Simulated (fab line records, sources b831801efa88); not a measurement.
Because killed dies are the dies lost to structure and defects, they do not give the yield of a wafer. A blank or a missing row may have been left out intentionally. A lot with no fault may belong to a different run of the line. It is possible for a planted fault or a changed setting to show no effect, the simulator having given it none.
Chamber matching ; flow gf180mcu ; 4 sister chambers for GF_V5_CMP_26 on cmp-02
The step polishes, stops on SiO2, t overpolish 15 s, target thk 0 nm. 14 wafers are shown with their chamber, then 7 later ones without.

== WAFERS PAIRED WITH THEIR CHAMBERS ==
wafer;chamber;motor-current-A (A);time-to-endpoint-s (s);overpolish-run-s (s)
L894.1;1;10.6;90.9;15.004
L894.2;3;10.8;84.5;15.015
L894.3;2;12.0;87.0;15.005
L895.1;2;11.9;83.3;14.999
L895.4;0;10.8;84.4;14.994
L895.6;3;10.7;85.0;14.977
L909.2;0;10.4;83.1;15.004
L909.4;2;11.6;81.7;15.007
L909.6;3;10.8;84.3;14.991
L910.2;2;11.5;78.5;14.996
L910.5;0;10.5;84.8;15.016
L910.6;1;10.6;86.0;14.998
L912.1;1;10.3;83.8;14.999
L912.5;1;10.3;82.8;15.011

SIGNATURES (averages over the wafers above)
reading;chamber 0;chamber 1;chamber 2;chamber 3;scatter within a chamber
motor-current-A;10.567;10.450;11.750;10.767;0.188
time-to-endpoint-s;84.100;85.875;82.625;84.600;2.8
overpolish-run-s;15.00467;15.00300;15.00175;14.99433;0.0108
Rule: a wafer's distance from a chamber is the root of the sum, over the readings, of the square of ((its reading less the chamber's mean) divided by the reading's scatter). If the next closest chamber is less than 2 further off than the closest, the wafer can't be placed; otherwise it belongs to the closest. The scatter is the square root of a quotient: the sum, over the shown wafers, of each reading's squared deviation from its chamber's mean, divided by wafers minus chambers.

== WAFERS WITH NO CHAMBER GIVEN ==
wafer;motor-current-A (A);time-to-endpoint-s (s);overpolish-run-s (s)
L912.6;11.1;78.7;15.000
L913.1;11.3;81.6;15.004
L913.2;10.5;79.2;15.002
L913.4;10.7;82.0;15.006
L914.2;10.7;85.5;15.007
L914.5;11.2;83.9;14.988
L914.6;10.5;83.4;14.988

== CHAMBER TAKEN BY EACH ==
wafer;from the rows above;in truth
L912.6;can't be placed: 3 or 0 or 2 or 1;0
L913.1;can't be placed: 2 or 3 or 0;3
L913.2;can't be placed: 0 or 1 or 3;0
L913.4;can't be placed: 0 or 3 or 1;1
L914.2;can't be placed: 0 or 3 or 1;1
L914.5;can't be placed: 3 or 2 or 0 or 1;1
L914.6;can't be placed: 3 or 0 or 1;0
Correct placement for 0 of the 7. Unplaceable from these rows: 7, with the true chamber sitting among the candidates in 7. Wrongly placed: 0.
